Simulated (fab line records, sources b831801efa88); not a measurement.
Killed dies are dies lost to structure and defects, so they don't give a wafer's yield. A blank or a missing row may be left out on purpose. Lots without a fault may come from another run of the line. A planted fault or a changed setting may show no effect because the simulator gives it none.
Which tool did it? | flow sky130 | 13 lots, 39 wafers sampled, at 2 steps of a route of 708

WHAT THE GAUGES READ, wafer by wafer
SKY_LOCAL_INTERCONNECT_CD_MEAS_11: target cd 170 nm.
lot  | measured     | on        | cd_nm (nm)
L464 | day 31 10:04 | cd_sem-01 | 168.2 165.9 168.5
L465 | day 31 12:22 | cd_sem-02 | 171.7 169.3 171.0
L467 | day 31 13:34 | cd_sem-01 | 170.9 171.2 171.8
L466 | day 31 13:55 | cd_sem-02 | 171.1 169.9 170.0
L468 | day 33 11:49 | cd_sem-02 | 168.0 168.2 168.1
L471 | day 33 14:52 | cd_sem-02 | 169.8 169.7 169.9
L474 | day 33 23:29 | cd_sem-01 | 168.6 169.2 170.2
L473 | day 34 00:50 | cd_sem-01 | 170.1 171.1 171.0
L476 | day 34 02:10 | cd_sem-01 | 168.5 168.9 168.3
L481 | day 36 01:16 | cd_sem-02 | 169.8 168.9 168.8
L483 | day 36 20:40 | cd_sem-02 | 170.0 169.0 169.1
L486 | day 37 13:49 | cd_sem-01 | 169.0 170.9 170.2
L487 | day 37 19:08 | cd_sem-02 | 170.2 171.4 170.8

WHICH TOOL RAN EACH LOT (tool, then ch and the chambers of the sampled wafers, then the start)
lot  | SKY_LDD_LDN_IMPLANT_08
L464 | implanter-02 ch 0, day 24 00:45
L465 | implanter-03 ch 0, day 24 01:19
L467 | implanter-03 ch 0, day 24 01:59
L466 | implanter-02 ch 0, day 24 03:31
L468 | implanter-02 ch 0, day 26 04:46
L471 | implanter-02 ch 0, day 26 06:55
L474 | implanter-01 ch 0, day 26 17:25
L473 | implanter-02 ch 0, day 26 19:25
L476 | implanter-02 ch 0, day 26 22:53
L481 | implanter-01 ch 0, day 28 23:20
L483 | implanter-02 ch 0, day 29 20:41
L486 | implanter-02 ch 0, day 30 17:49
L487 | implanter-02 ch 0, day 30 22:41
- SKY_LDD_LDN_IMPLANT_08

WHAT THE TOOLS THEMSELVES READ (means of the sampled wafers that have a number; where no wafer has one, the mark that the record gives instead)
SKY_LDD_LDN_IMPLANT_08.
lot  | tool         | beam_energy_keV | rotation_deg (degrees)
L464 | implanter-02 | 15.006          | 22.991
L465 | implanter-03 | 15.003          | 23.011
L467 | implanter-03 | 15.001          | 22.999
L466 | implanter-02 | 14.992          | 22.976
L468 | implanter-02 | 15.000          | 23.009
L471 | implanter-02 | 15.000          | 128.530
L474 | implanter-01 | 15.008          | 23.013
L473 | implanter-02 | 15.000          | 128.523
L476 | implanter-02 | 15.002          | 128.540
L481 | implanter-01 | 14.999          | 22.989
L483 | implanter-02 | 14.999          | 22.986
L486 | implanter-02 | 15.000          | 23.003
L487 | implanter-02 | 14.998          | 23.012

THE ANSWER, worked out from the rows above alone
Rule: what is usual is taken from the lots themselves. Put in order of their means at a reading, lots are off if they are a third of the lots or fewer, leave a main group of 4 or more, and stand apart from it by a gap of 3 or more times the standard deviation of the main group's means; of several such gaps the widest counts. A main group whose means are all the same, to the digits that the tables above print for the reading, isn't used. A lot without any number at a reading at which 4 lots or more have one is off too. The other lots that the step has rows for count as sound. The gauges are gone through in route order, then the tools' own readings, and for those a lot's mean is taken as printed above. The first step at which some lot is off is used, and at that step the reading that is off furthest; a lot without a number counts as furthest.
Off: L471, L473, L476, at SKY_LDD_LDN_IMPLANT_08 (rotation_deg). The main group: mean 22.999 degrees, standard deviation 0.012.
A tool fits if, at that step or a process step before it, it ran every lot that is off, and no sound lot after the first of them. None of those tried fits.

WHAT THE SIMULATOR HAD PUT IN
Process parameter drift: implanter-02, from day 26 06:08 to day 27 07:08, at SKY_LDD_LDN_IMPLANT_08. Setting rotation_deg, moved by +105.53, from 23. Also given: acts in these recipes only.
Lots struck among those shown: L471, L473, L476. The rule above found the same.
